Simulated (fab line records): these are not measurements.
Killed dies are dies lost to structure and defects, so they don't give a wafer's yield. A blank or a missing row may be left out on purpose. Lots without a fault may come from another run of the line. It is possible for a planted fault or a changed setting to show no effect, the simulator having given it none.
Matching of chambers | flow sky130 | SKY_POLY_CUT_ETCH_10 on rie diel-03 has 4 sister chambers
The step etches BARC in N2/H2, stops on SiO2, time 45.9 s, target depth 60 nm. 7 wafers are shown with their chamber, then 7 later ones without.

## WAFERS PAIRED WITH THEIR CHAMBERS
wafer  | chamber | drypump motor current A (A) | throttle valve pct (%)
L116.1 | 2       | 5.4                         | 13.234
L116.4 | 1       | 5.0                         | 13.226
L116.6 | 1       | 4.9                         | 13.231
L115.2 | 2       | 5.3                         | 13.226
L115.5 | 3       | 6.2                         | 13.227
L123.1 | 3       | 6.2                         | 13.218
L123.2 | 0       | 5.7                         | 13.229

## WAFERS MISSING THEIR CHAMBER
wafer  | drypump motor current A (A) | throttle valve pct (%)
L123.4 | 4.9                         | 13.220
L124.1 | 5.7                         | 13.208
L124.5 | 4.9                         | 13.219
L124.6 | 5.3                         | 13.224
L130.1 | 6.2                         | 13.224
L130.4 | 5.7                         | 13.210
L130.5 | 5.7                         | 13.213

## CHAMBER TAKEN BY EACH
wafer  | from the rows above | in truth
L123.4 | 1                   | 1
L124.1 | 0                   | 0
L124.5 | 1                   | 1
L124.6 | 2                   | 2
L130.1 | 3                   | 3
L130.4 | 0                   | 0
L130.5 | 0                   | 0
Correct placement for 7 of the 7. From these rows, 0 cannot be placed. Number placed wrongly: 0.
How it was worked out, from the rows above alone: a wafer's distance from a chamber is the root of the sum, over the readings, of the square of ((its reading less the chamber's mean) divided by the reading's scatter). The wafer belongs to the nearest chamber; if the next one is less than 2 further off, it can't be placed. A chamber's mean is the mean of its shown wafers. The scatter is the square root of a quotient: the sum, over the shown wafers, of each reading's squared deviation from its chamber's mean, divided by wafers minus chambers.
